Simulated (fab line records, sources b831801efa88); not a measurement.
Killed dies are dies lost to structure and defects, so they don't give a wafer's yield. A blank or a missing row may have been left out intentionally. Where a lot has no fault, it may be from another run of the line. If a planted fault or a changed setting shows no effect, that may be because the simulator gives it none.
One fault through the eyes of 2 desks + flow sfq_line + only its own numbers are on each desk; what lay behind them is given at the end

== FOR THE TOOL OWNER'S DESK: cmp-01 ==
The tool's own readings at SFQ_TRILAYER_I1_CMP_CMP_046 (polishes SiO2): means of the sampled wafers that have a number, for each lot that ran on this tool. Any lot whose mean is over 4 standard deviations away from the usual mean is out of limits and marked OUT; that distance is given in the brackets.
Columns: A = motor_current_A at SFQ_TRILAYER_I1_CMP_CMP_046, usual 10.0 A; B = platen_rpm at SFQ_TRILAYER_I1_CMP_CMP_046, usual 60.00 rpm; C = slurry_filter_dp_kPa at SFQ_TRILAYER_I1_CMP_CMP_046, usual 13.53 kPa; D = slurry_flow_ml_min at SFQ_TRILAYER_I1_CMP_CMP_046, usual 150.1; E = time_to_endpoint_s at SFQ_TRILAYER_I1_CMP_CMP_046, usual 212 s
| lot  | first seen here | A    | B     | C     | D     | E   |
|------|-----------------|------|-------|-------|-------|-----|
| L985 | day 25 00:00    | 9.8  | 60.01 | 13.52 | 150.2 | 208 |
| L986 | day 25 11:20    | 9.9  | 60.02 | 13.69 | 150.1 | 220 |
| L989 | day 26 14:16    | 10.3 | 60.03 | 13.45 | 150.0 | 192 |
| L997 | day 29 19:22    | 9.7  | 59.99 | 13.54 | 150.1 | 214 |
| L998 | day 30 01:22    | 9.9  | 59.98 | 13.41 | 149.6 | 205 |
| L100 | day 31 23:38    | 9.9  | 60.00 | 13.53 | 149.7 | 216 |
| L103 | day 33 23:04    | 9.8  | 60.00 | 13.50 | 150.1 | 214 |
This desk found nothing out of limits on any of the 7 lots.

== METROLOGY DESK ==
Lot by lot, what the gauges showed, no matter which tool ran the lot: averages of those sampled wafers that carry a number. Any lot whose mean is over 4 standard deviations away from the usual mean is out of limits and marked OUT; that distance is given in the brackets.
Columns: A = I0_OVL at SFQ_I0_OVL_MEAS_908, usual -3 nm; B = M8_OVL at SFQ_M8_OVL_MEAS_948, usual -1 nm
| lot  | first seen here | A   | B  |
|------|-----------------|-----|----|
| L981 | day 15 18:34    | -8  | 13 |
| L985 | day 18 15:13    | -7  | 0  |
| L986 | day 19 02:28    | 0   | 6  |
| L989 | day 19 21:47    | 8   | -7 |
| L990 | day 20 14:35    | -3  | 8  |
| L991 | day 20 19:23    | -15 | -0 |
| L993 | day 21 12:18    | -1  | -7 |
| L997 | day 23 02:49    | -10 | -3 |
| L998 | day 23 08:57    | -5  | -4 |
| L100 | day 25 11:29    | -5  | -3 |
| L101 | day 26 12:35    | -2  | -9 |
| L102 | day 27 03:14    | 2   | -7 |
| L103 | day 27 09:14    | -7  | 3  |
This desk found nothing out of limits on any of the 13 lots.

== ALL TOGETHER ==
The desk of the tool owner found nothing out of limits.
Metrology desk: nothing out of limits seen.

== WHAT THE SIMULATOR HAD PUT IN ==
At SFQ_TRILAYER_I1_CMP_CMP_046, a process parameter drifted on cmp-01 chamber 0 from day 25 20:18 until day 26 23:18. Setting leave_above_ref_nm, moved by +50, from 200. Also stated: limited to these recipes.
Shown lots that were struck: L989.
